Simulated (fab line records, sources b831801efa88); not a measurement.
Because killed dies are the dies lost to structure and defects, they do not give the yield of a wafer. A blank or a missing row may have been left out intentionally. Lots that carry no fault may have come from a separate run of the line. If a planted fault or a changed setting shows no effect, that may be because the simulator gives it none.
fab line records + flow sky130
[record]
- lots = 14
- wafers = 42
- last-day = 50
route steps=708 shown RES_XHIGH@339
lots that met no fault: from a run of the same line without faults
start-h: start of the lot's first displayed wafer, in hours after the record's first day + wait-h: time in hours since the lot's previous step + " repeats the value in the row above + L1.1+2: a row that stands for several wafers + - value missing, or start not given + * or withheld: withheld + < > ~ a bound
route shown NAME@n: NAME is a module with steps in the file, n the number in the route of the first one + usual: mean and standard deviation over wafers with no fault + same: alike in all rows + chamber/n: place in a boat + sites: each site's reading + _std_site: standard deviation of those values + _edge_site: mean of outer sites minus mean of inner sites + radius-mm: for every site, how far away it sits from the centre of the wafer + mask NAME#n: copy n + behind: the most recent tool/chamber to have shaped the wafer + hold: reason for holding the lot/hours on hold/outcome of the hold + device: which transistor (n, p or np) failed to switch + end of line: at the end of the route, the tests of the same wafers + a step with no rows: only its recipe + killed: the dies lost at the first sort to structure and to defects; this is not the yield of the wafer + map: the dies of a wafer, with x for killed, . for not killed, _ for no die there
set.NAME: the setting the step ran with; set.NAME@STEP: the setting that earlier step ran with + model.NAME: the simulator's own value behind a step, which no gauge read
one table for each step of the route and one row for each wafer, over a sample of lots
services: a tool's chamber out of use, with start hour (start-h, from the record's first day; less than 0 if before it), hours out, and reason
[[steps]]
[step SKY_RES_XHIGH_IMPLANT_07]
[recipe]
- species = BF2
- energy-kev = 20
- dose-cm2 = 3.6e+14
- tilt-deg = 0
[usual]
- beam-on-s = 41.5/2.3
- faraday-current-uA = 491/28
| lot.wafer | tool         | chamber | start-h | wait-h | beam-on-s | faraday-current-uA |
|-----------|--------------|---------|---------|--------|-----------|--------------------|
| L455.3    | implanter-03 | 0       | 622.15  | 0.1    | 41.9      | 483                |
| L455.4    | "            | 0       | "       | "      | 43.6      | 466                |
| L455.5    | "            | 0       | "       | "      | 42.7      | 474                |
| L456.1    | implanter-03 | 0       | 625.22  | 0.2    | 42.9      | 472                |
| L456.5    | "            | 0       | "       | "      | 40.4      | 502                |
| L456.6    | "            | 0       | "       | "      | 41.4      | 490                |
| L457.3    | implanter-04 | 0       | 634.07  | 0.1    | 44.4      | 459                |
| L457.4    | "            | 0       | "       | "      | 43.3      | 468                |
| L457.6    | "            | 0       | "       | "      | 43.5      | 468                |
| L458.1    | implanter-04 | 0       | 639.80  | 0.1    | 43.0      | 471                |
| L458.2    | "            | 0       | "       | "      | 45.1      | 448                |
| L458.6    | "            | 0       | "       | "      | 44.6      | 456                |
| L463.1    | implanter-02 | 0       | 699.75  | 0.1    | 31.3      | 648                |
| L463.2    | "            | 0       | "       | "      | 31.8      | 640                |
| L463.5    | "            | 0       | "       | "      | 31.2      | 653                |
| L466.2    | implanter-02 | 0       | 719.18  | 0.1    | 32.0      | 636                |
| L466.4    | "            | 0       | "       | "      | 30.1      | 669                |
| L466.5    | "            | 0       | "       | "      | 32.1      | 632                |
| L468.2    | implanter-03 | 0       | 731.74  | 0.1    | 42.8      | 473                |
| L468.4    | "            | 0       | "       | "      | 41.7      | 488                |
| L468.5    | "            | 0       | "       | "      | 41.6      | 487                |
| L470.3    | implanter-03 | 0       | 741.50  | 0.1    | 43.2      | 468                |
| L470.4    | "            | 0       | "       | "      | 40.7      | 498                |
| L470.6    | "            | 0       | "       | "      | 41.2      | 494                |
| L472.3    | implanter-03 | 0       | 750.20  | 0.1    | 42.5      | 479                |
| L472.5    | "            | 0       | "       | "      | 41.1      | 495                |
| L472.6    | "            | 0       | "       | "      | 42.5      | 479                |
| L474.1    | implanter-02 | 0       | 774.00  | 0.1    | 37.7      | 539                |
| L474.3    | "            | 0       | "       | "      | 38.6      | 526                |
| L474.4    | "            | 0       | "       | "      | 37.8      | 538                |
| L475.2    | implanter-02 | 0       | 792.13  | 0.1    | 39.2      | 520                |
| L475.4    | "            | 0       | "       | "      | 38.0      | 533                |
| L475.5    | "            | 0       | "       | "      | 38.8      | 524                |
| L477.2    | implanter-04 | 0       | 792.19  | 0.1    | 44.0      | 461                |
| L477.4    | "            | 0       | "       | "      | 44.2      | 459                |
| L477.6    | "            | 0       | "       | "      | 43.0      | 470                |
| L476.2    | implanter-03 | 0       | 794.48  | 0.1    | 41.1      | 492                |
| L476.4    | "            | 0       | "       | "      | 42.0      | 485                |
| L476.6    | "            | 0       | "       | "      | 44.1      | 461                |
| L478.1    | implanter-04 | 0       | 802.15  | 0.1    | 42.9      | 474                |
| L478.3    | "            | 0       | "       | "      | 44.0      | 461                |
| L478.4    | "            | 0       | "       | "      | 44.5      | 456                |
[step SKY_RES_XHIGH_TW_MEAS_09]
[usual]
- RES_XHIGH_TW = 1636/15
| lot.wafer | tool          | chamber | start-h | wait-h | RES_XHIGH_TW |
|-----------|---------------|---------|---------|--------|--------------|
| L455.3    | film-metro-03 | -       | 622.37  | 0.1    | 1642         |
| L455.4    | "             | -       | "       | "      | 1645         |
| L455.5    | "             | -       | "       | "      | 1641         |
| L456.1    | film-metro-03 | -       | 625.47  | 0.1    | 1643         |
| L456.5    | "             | -       | "       | "      | 1637         |
| L456.6    | "             | -       | "       | "      | 1635         |
| L457.3    | film-metro-01 | -       | 634.29  | 0.1    | 1618         |
| L457.4    | "             | -       | "       | "      | 1619         |
| L457.6    | "             | -       | "       | "      | 1623         |
| L458.1    | film-metro-03 | -       | 640.05  | 0.1    | 1641         |
| L458.2    | "             | -       | "       | "      | 1635         |
| L458.6    | "             | -       | "       | "      | 1642         |
| L463.1    | film-metro-02 | -       | 700.00  | 0.1    | 1551         |
| L463.2    | "             | -       | "       | "      | 1541         |
| L463.5    | "             | -       | "       | "      | 1544         |
| L466.2    | film-metro-01 | -       | 719.41  | 0.1    | 1530         |
| L466.4    | "             | -       | "       | "      | 1519         |
| L466.5    | "             | -       | "       | "      | 1516         |
| L468.2    | film-metro-02 | -       | 731.98  | 0.1    | 1661         |
| L468.4    | "             | -       | "       | "      | 1659         |
| L468.5    | "             | -       | "       | "      | 1654         |
| L470.3    | film-metro-03 | -       | 741.72  | 0.1    | 1638         |
| L470.4    | "             | -       | "       | "      | 1647         |
| L470.6    | "             | -       | "       | "      | 1640         |
| L472.3    | film-metro-01 | -       | 750.42  | 0.1    | 1624         |
| L472.5    | "             | -       | "       | "      | 1617         |
| L472.6    | "             | -       | "       | "      | 1622         |
| L474.1    | film-metro-03 | -       | 774.25  | 0.1    | 1637         |
| L474.3    | "             | -       | "       | "      | 1646         |
| L474.4    | "             | -       | "       | "      | 1644         |
| L475.2    | film-metro-03 | -       | 792.37  | 0.1    | 1657         |
| L475.4    | "             | -       | "       | "      | 1653         |
| L475.5    | "             | -       | "       | "      | 1643         |
| L477.2    | film-metro-02 | -       | 792.43  | 0.1    | 1667         |
| L477.4    | "             | -       | "       | "      | 1653         |
| L477.6    | "             | -       | "       | "      | 1667         |
| L476.2    | film-metro-01 | -       | 794.72  | 0.1    | 1626         |
| L476.4    | "             | -       | "       | "      | 1628         |
| L476.6    | "             | -       | "       | "      | 1620         |
| L478.1    | film-metro-01 | -       | 802.40  | 0.1    | 1628         |
| L478.3    | "             | -       | "       | "      | 1628         |
| L478.4    | "             | -       | "       | "      | 1626         |
[step SKY_SD_N_RS_MEAS_18]
[recipe]
- thk-meas-gauge = four-point-probe
[usual]
- RES_XHIGH_RS = 333.1/1.1
| lot.wafer | tool          | chamber | start-h | wait-h | RES_XHIGH_RS[ohm/sq] |
|-----------|---------------|---------|---------|--------|----------------------|
| L455.3    | film-metro-02 | -       | 651.83  | 0.1    | 331.4                |
| L455.4    | "             | -       | "       | "      | 332.8                |
| L455.5    | "             | -       | "       | "      | 332.1                |
| L456.1    | film-metro-01 | -       | 655.05  | 0.1    | 335.0                |
| L456.5    | "             | -       | "       | "      | 335.7                |
| L456.6    | "             | -       | "       | "      | 334.3                |
| L457.3    | film-metro-02 | -       | 663.02  | 0.1    | 334.1                |
| L457.4    | "             | -       | "       | "      | 333.3                |
| L457.6    | "             | -       | "       | "      | 335.0                |
| L458.1    | film-metro-01 | -       | 669.15  | 0.1    | 334.4                |
| L458.2    | "             | -       | "       | "      | 334.0                |
| L458.6    | "             | -       | "       | "      | 332.7                |
| L463.1    | film-metro-02 | -       | 728.39  | 0.1    | 391.1                |
| L463.2    | "             | -       | "       | "      | 390.5                |
| L463.5    | "             | -       | "       | "      | 393.0                |
| L466.2    | film-metro-03 | -       | 746.61  | 0.1    | 391.8                |
| L466.4    | "             | -       | "       | "      | 391.4                |
| L466.5    | "             | -       | "       | "      | 393.6                |
| L468.2    | film-metro-01 | -       | 758.56  | 0.1    | 331.6                |
| L468.4    | "             | -       | "       | "      | 334.3                |
| L468.5    | "             | -       | "       | "      | 334.2                |
| L470.3    | film-metro-01 | -       | 769.38  | 0.1    | 332.6                |
| L470.4    | "             | -       | "       | "      | 333.6                |
| L470.6    | "             | -       | "       | "      | 333.5                |
| L472.3    | film-metro-02 | -       | 778.18  | 0.1    | 332.9                |
| L472.5    | "             | -       | "       | "      | 330.6                |
| L472.6    | "             | -       | "       | "      | 332.4                |
| L474.1    | film-metro-02 | -       | 801.54  | 0.1    | 332.5                |
| L474.3    | "             | -       | "       | "      | 334.0                |
| L474.4    | "             | -       | "       | "      | 332.5                |
| L475.2    | film-metro-02 | -       | 819.52  | 0.1    | 334.3                |
| L475.4    | "             | -       | "       | "      | 334.9                |
| L475.5    | "             | -       | "       | "      | 334.1                |
| L477.2    | film-metro-02 | -       | 820.11  | 0.1    | 332.6                |
| L477.4    | "             | -       | "       | "      | 331.2                |
| L477.6    | "             | -       | "       | "      | 332.3                |
| L476.2    | film-metro-03 | -       | 822.11  | 0.1    | 332.4                |
| L476.4    | "             | -       | "       | "      | 332.5                |
| L476.6    | "             | -       | "       | "      | 332.1                |
| L478.1    | film-metro-03 | -       | 830.05  | 0.1    | 334.0                |
| L478.3    | "             | -       | "       | "      | 334.3                |
| L478.4    | "             | -       | "       | "      | 333.0                |
[[services]]
| tool         | chamber | start-h | hours | kind   |
|--------------|---------|---------|-------|--------|
| implanter-02 | -       | 602.36  | 43.9  | repair |
| implanter-04 | -       | 624.80  | 2.8   | repair |
| implanter-04 | -       | 662.84  | 2.7   | repair |
| implanter-02 | -       | 709.85  | 4.1   | pm     |
| implanter-04 | -       | 758.32  | 1.7   | repair |
[[key]]
[first-sign]
- step = SKY_RES_XHIGH_IMPLANT_07
- reading = faraday-current-uA
- direction = up
- sigmas = 5.6
- usual = 491
- struck = 647
[effect]
- step = SKY_RES_XHIGH_IMPLANT_07
- reading = beam-on-s
- direction = down
- sigmas = 4.4
- usual = 41.5
- struck = 31.4
[effect]
- step = SKY_RES_XHIGH_TW_MEAS_09
- reading = RES_XHIGH_TW
- direction = down
- sigmas = 6.9
- usual = 1636
- struck = 1533
[effect]
- step = SKY_SD_N_RS_MEAS_18
- reading = RES_XHIGH_RS
- direction = up
- sigmas = 55
- usual = 333.1
- struck = 391.9
met-at SKY_RES_XHIGH_IMPLANT_07
struck-lots L463,L466
tester-left-out L463,L466
[fault]
- kind = process-parameter-drift
- tool = implanter-02
- chamber = -
- onset-h = 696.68
- steps = SKY_RES_XHIGH_IMPLANT_07
- channel = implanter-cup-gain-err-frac
- offset = 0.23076
- shape = step
- end-h = 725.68
// tester-left-out: of these lots the tester's yield and bins aren't shown, on N5 and GAA mostly nor the transistor test; their killed dies are dies lost to structure and defects alone, not to doping, threshold or leakage, so they don't give the yield
